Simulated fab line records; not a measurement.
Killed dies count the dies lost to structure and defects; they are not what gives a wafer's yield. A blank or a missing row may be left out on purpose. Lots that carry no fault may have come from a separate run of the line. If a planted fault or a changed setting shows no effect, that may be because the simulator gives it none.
Which tool is to blame? | flow gf180mcu | 12 lots with 36 wafers sampled at 6 steps, on a route of 602 steps

## WHAT EACH GAUGE READ, for each wafer
GF_PSD_RS_MEAS_14: the measuring method here is four-point-probe.
lot  | measured     | on            | NSD_RS (ohm/sq)
L255 | day 14 08:34 | film_metro-01 | 46.16 46.20 46.22
L257 | day 15 01:45 | film_metro-02 | 46.21 46.11 46.22
L259 | day 15 19:25 | film_metro-02 | 46.14 46.06 45.95
L261 | day 16 09:37 | film_metro-04 | 46.24 46.20 46.25
L262 | day 16 14:19 | film_metro-01 | 46.16 46.16 46.16
L263 | day 17 01:25 | film_metro-01 | 46.09 46.06 46.23
L266 | day 18 10:23 | film_metro-02 | 46.18 46.28 46.10
L268 | day 18 23:02 | film_metro-02 | 46.17 46.17 46.14
L274 | day 20 21:59 | film_metro-01 | 42.13 42.05 42.12
L276 | day 21 18:02 | film_metro-04 | 42.17 42.14 42.13
L277 | day 21 19:32 | film_metro-02 | 46.22 46.29 46.19
L278 | day 22 06:38 | film_metro-02 | 46.03 46.07 46.13

GF_PSD_RS_MEAS_15: the measuring method here is four-point-probe.
lot  | measured     | on            | PSD_RS (ohm/sq)
L255 | day 14 08:41 | film_metro-01 | 108.50 108.70 108.59
L257 | day 15 01:52 | film_metro-02 | 108.71 108.78 108.46
L259 | day 15 19:32 | film_metro-02 | 108.84 108.49 108.53
L261 | day 16 09:44 | film_metro-04 | 108.89 108.88 109.30
L262 | day 16 14:26 | film_metro-01 | 109.00 108.93 109.20
L263 | day 17 01:32 | film_metro-01 | 108.61 108.26 108.79
L266 | day 18 10:30 | film_metro-02 | 108.62 108.82 108.05
L268 | day 18 23:10 | film_metro-02 | 108.63 108.85 108.98
L274 | day 20 22:06 | film_metro-01 | 101.53 101.10 101.78
L276 | day 21 18:09 | film_metro-04 | 101.48 101.63 101.80
L277 | day 21 19:39 | film_metro-02 | 108.68 108.60 108.61
L278 | day 22 06:46 | film_metro-02 | 108.46 108.53 108.61

GF_SALICIDE_RS_MEAS_04: the measuring method here is four-point-probe.
lot  | measured     | on            | SALICIDE_TIN_RS (ohm/sq)
L255 | day 15 06:25 | film_metro-04 | 16.2 16.7 16.3
L257 | day 16 00:08 | film_metro-04 | 16.6 16.7 16.7
L259 | day 16 17:56 | film_metro-04 | 16.4 16.4 16.0
L261 | day 17 09:04 | film_metro-03 | 16.7 16.6 16.6
L262 | day 17 13:43 | film_metro-02 | 16.9 17.2 17.2
L263 | day 18 01:23 | film_metro-03 | 16.0 16.1 16.1
L266 | day 19 11:09 | film_metro-02 | 16.0 16.0 16.1
L268 | day 20 00:41 | film_metro-04 | 15.9 16.1 16.0
L274 | day 21 22:35 | film_metro-04 | 17.0 16.7 16.6
L276 | day 22 18:07 | film_metro-03 | 17.1 17.3 17.2
L277 | day 22 19:37 | film_metro-02 | 16.9 17.0 17.2
L278 | day 23 06:49 | film_metro-03 | 16.6 16.2 16.5

GF_CONTACT_BOW_MEAS_05.
lot  | measured     | on            | CONTACT_BOW (um)
L255 | day 15 07:25 | film_metro-04 | 58 59 65
L257 | day 16 01:08 | film_metro-04 | 55 53 48
L259 | day 16 18:56 | film_metro-01 | 64 63 69
L261 | day 17 10:08 | film_metro-04 | 73 67 70
L262 | day 17 14:43 | film_metro-04 | 63 67 60
L263 | day 18 02:26 | film_metro-04 | 60 53 55
L266 | day 19 12:09 | film_metro-04 | 63 60 65
L268 | day 20 01:47 | film_metro-04 | 56 64 60
L274 | day 21 23:37 | film_metro-04 | 52 66 71
L276 | day 22 19:08 | film_metro-03 | 58 64 66
L277 | day 22 20:38 | film_metro-01 | 64 62 71
L278 | day 23 07:50 | film_metro-03 | 60 53 66

## TOOL THAT RAN EACH LOT (tool first, then ch and the chambers of the sampled wafers, then the start)
lot  | GF_PSD_STRIP_10                      | GF_PSD_RTA_13
L255 | plasma_asher-03 ch 0,1, day 14 08:15 | rtp_anneal-02 ch 0, day 14 08:28
L257 | plasma_asher-02 ch 0,1, day 15 01:26 | rtp_anneal-01 ch 0, day 15 01:40
L259 | plasma_asher-02 ch 0,1, day 15 19:07 | rtp_anneal-02 ch 0, day 15 19:19
L261 | plasma_asher-03 ch 0,1, day 16 09:19 | rtp_anneal-02 ch 0, day 16 09:31
L262 | plasma_asher-03 ch 0,1, day 16 13:59 | rtp_anneal-01 ch 0, day 16 14:13
L263 | plasma_asher-03 ch 0,1, day 17 01:07 | rtp_anneal-02 ch 0, day 17 01:20
L266 | plasma_asher-03 ch 0,1, day 18 10:05 | rtp_anneal-02 ch 0, day 18 10:18
L268 | plasma_asher-04 ch 0, day 18 22:45   | rtp_anneal-02 ch 0, day 18 22:58
L274 | plasma_asher-03 ch 0,1, day 20 21:41 | rtp_anneal-02 ch 0, day 20 21:54
L276 | plasma_asher-04 ch 0,1, day 21 17:44 | rtp_anneal-02 ch 0, day 21 17:57
L277 | plasma_asher-04 ch 0,1, day 21 19:14 | rtp_anneal-01 ch 0, day 21 19:27
L278 | plasma_asher-04 ch 0,1, day 22 06:20 | rtp_anneal-01 ch 0, day 22 06:33
- GF_PSD_STRIP_10: strips in O2/N2.
- GF_PSD_RTA_13: time 20 s.

## WHAT THE TOOLS THEMSELVES READ (means of the sampled wafers that have a number; where no wafer has one, the mark that the record gives instead)
GF_PSD_STRIP_10.
lot  | tool            | drypump_motor_current_A (A) | heater_power_w (W) | oes_product_au (a.u.) | strip_time_to_endpoint_s (s)
L255 | plasma_asher-03 | 5.5                         | 319                | 0.590                 | 16.54
L257 | plasma_asher-02 | 5.2                         | 297                | 0.593                 | 16.60
L259 | plasma_asher-02 | 5.2                         | 295                | 0.595                 | 16.54
L261 | plasma_asher-03 | 6.2                         | 325                | 0.588                 | 16.52
L262 | plasma_asher-03 | 5.5                         | 320                | 0.590                 | 16.54
L263 | plasma_asher-03 | 6.2                         | 329                | 0.595                 | 16.50
L266 | plasma_asher-03 | 6.2                         | 326                | 0.593                 | 16.55
L268 | plasma_asher-04 | 5.8                         | 359                | 0.593                 | 16.50
L274 | plasma_asher-03 | 6.2                         | 332                | 0.590                 | 16.48
L276 | plasma_asher-04 | 5.8                         | 344                | 0.587                 | 16.57
L277 | plasma_asher-04 | 5.8                         | 339                | 0.595                 | 16.59
L278 | plasma_asher-04 | 5.7                         | 337                | 0.595                 | 16.51

GF_PSD_RTA_13.
lot  | tool          | lamp_power_pct (%) | run_length_s (s) | wafer_temp_C_max
L255 | rtp_anneal-02 | 32                 | 49.3             | 1027.4
L257 | rtp_anneal-01 | 42                 | 49.0             | 1029.1
L259 | rtp_anneal-02 | 32                 | 49.2             | 1028.4
L261 | rtp_anneal-02 | 32                 | 49.3             | 1028.8
L262 | rtp_anneal-01 | 42                 | 49.1             | 1029.0
L263 | rtp_anneal-02 | 32                 | 49.2             | 1028.5
L266 | rtp_anneal-02 | 32                 | 49.2             | 1028.1
L268 | rtp_anneal-02 | 32                 | 49.0             | 1028.2
L274 | rtp_anneal-02 | 32                 | 71.7             | 1028.0
L276 | rtp_anneal-02 | 32                 | 71.6             | 1028.4
L277 | rtp_anneal-01 | 42                 | 48.7             | 1028.8
L278 | rtp_anneal-01 | 42                 | 49.0             | 1028.7

## THE ANSWER, worked out from the rows above alone
Rule: usual is defined by the lots themselves. Put in order of their means at a reading, lots are off if they are a third of the lots or fewer, leave a main group of 4 or more, and stand apart from it by a gap of 3 or more times the standard deviation of the main group's means; of several such gaps the widest counts. Not used: any main group whose means are identical at the precision the tables above print for the reading. A lot without any number at a reading at which 4 lots or more have one is off too. Any other lot the step has rows for is counted as sound. Order of review: gauges by route order, followed by the tools' own readings, for which a lot's mean as printed above is used. The first step at which some lot is off is used, and at that step the reading that is off furthest; a lot without a number counts as furthest.
Off: L274, L276, seen at GF_PSD_RS_MEAS_14 (NSD_RS). For the main group the mean is 46.16 ohm/sq and the standard deviation 0.057.
A tool fits if, at a process step before that reading, it ran every lot that is off, and no sound lot after the first of them. Not tried: the gauges at GF_PSD_RS_MEAS_14; whatever is off there is also off at GF_PSD_RTA_13, on other tools, and gauge error can't account for it. One fits: rtp_anneal-02 at GF_PSD_RTA_13. Its last sound lot is L268 (day 18 22:58), its first lot that is off L274 (day 20 21:54): a fault that began between those two fits.
On the lots that are off, the tool's own readings at GF_PSD_RTA_13 differ by more than 5 times the standard deviation of the sound lots' means, which bears it out; run_length_s reads 71.7 s there versus 49.1 s on the sound lots.

## WHAT THE SIMULATOR PUT IN
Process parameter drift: rtp_anneal-02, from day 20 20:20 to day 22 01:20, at GF_PSD_RTA_13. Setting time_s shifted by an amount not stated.
Struck lots among those shown: L274, L276. The rule above found the same.
